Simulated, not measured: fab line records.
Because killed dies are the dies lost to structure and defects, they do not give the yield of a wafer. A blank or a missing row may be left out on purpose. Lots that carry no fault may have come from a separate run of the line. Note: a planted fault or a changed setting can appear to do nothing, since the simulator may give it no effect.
Comparing a struck lot with a sound one    flow gf180mcu    15 steps out of a route of 602
Sound: these wafers, L477.1, L477.3, L477.5. Wafers struck: L468.1, L468.4, L468.6. Last of all comes the cause.
Each step with rows lists, per side, the tool, then ch with its chambers, then its first start. Under that, the readings that differ: sound wafers    struck wafers    difference of the means    sigmas: that difference in standard deviations of wafers without a fault.
alike: readings with means less than 2 such deviations apart, plus words and numbers identical on both sides. not compared: withheld readings, readings lacking a value on some wafer, bounds such as >300 that could conceal the same value, and numbers that have no deviation in the record and whose values overlap.
Wherever a step has rows on one side only, a row that says differs or no value, or a row with sigmas, the two part there. Numbers that don't overlap but have no deviation are shown without sigmas and don't part them. A reading missing from all wafers of one side parts the sides only when that side holds two or more wafers.

GF_TOP_METAL_SPUTTER_04: material TiN, target thk 25 nm, time 20.8 s.
  sound: pvd-sputter-02 at day 31 08:41; struck: pvd-sputter-03 at day 28 14:41
  alike: chamber-pressure-pa, throttle-valve-pct
GF_TOP_METAL_RS_MEAS_05: a four-point-probe measurement.
  sound: film-metro-02 at day 31 08:43; struck: film-metro-02 at day 28 14:43
  alike: TOP_METAL_ALCU_RS
GF_TOP_METAL_THK_MEAS_06: measures by xrf.
  sound: film-metro-02 at day 31 08:50; struck: film-metro-02 at day 28 14:50
  alike: TOP_METAL_ALCU_THK
then, 7 steps without rows for these wafers: GF_TOP_METAL_DEHYDRATE_07 (time 60 s); GF_TOP_METAL_HMDS_08 (prime time 60 s); GF_TOP_METAL_COAT_09 (resist thk 1500 nm); GF_TOP_METAL_SOFTBAKE_10 (time 60 s); GF_TOP_METAL_EXPOSE_11 (exposes mask MetalTop, target cd 440 nm); GF_TOP_METAL_PEB_12; GF_TOP_METAL_DEVELOP_13 (develop time 60 s).
GF_TOP_METAL_CD_MEAS_14: the cd target is 440 nm.
  sound: cd-sem-02 at day 32 01:22; struck: cd-sem-02 at day 29 09:43
  alike: cd-nm
GF_TOP_METAL_OVL_MEAS_15:
  sound: overlay-01 at day 32 01:29; struck: overlay-02 at day 29 09:50
  alike: TOP_METAL_OVL
GF_TOP_METAL_METAL_ETCH_16: etches the open film in Cl2/BCl3, stops on SiO2, target depth 1077.5 nm, time 179.6 s.
  sound on rie-metal-03 ch 0, day 32 01:31; struck on rie-metal-03 ch 1, day 29 09:52
  no value came back on the struck wafers for any of 5 readings (bcl3-flow-sccm (sccm), bias-w (W) and others); on the sound wafers bcl3-flow-sccm (sccm) reads 40.05 39.91 40.14
reading                                         sound           struck          difference  sigmas
model.NOVOLAK_of_TOP_METAL_COAT_09.thk-nm (nm)  1070 1080 1077  1495 1499 1503  +423        
  not compared: rf-hours-counter-h
GF_TOP_METAL_STRIP_17: strips in O2/N2.
  sound on plasma-asher-04 ch 0,1, day 32 01:52; struck on plasma-asher-04 ch 0,1, day 29 10:13
reading                       sound              struck             difference  sigmas
strip-time-to-endpoint-s (s)  13.46 13.58 13.53  18.16 18.22 18.24  +4.68       +53
  alike: drypump-motor-current-A, heater-power-w, oes-product-au
  not compared: rf-hours-counter-h
then, 1 step without rows for these wafers: GF_TOP_METAL_STRIP_18 (strips in post etch residue remover, time 1200 s).

## WHERE THEY PART
Earliest at GF_TOP_METAL_METAL_ETCH_16; latest, in this record, at GF_TOP_METAL_STRIP_17.

WHY: what the simulator had put in
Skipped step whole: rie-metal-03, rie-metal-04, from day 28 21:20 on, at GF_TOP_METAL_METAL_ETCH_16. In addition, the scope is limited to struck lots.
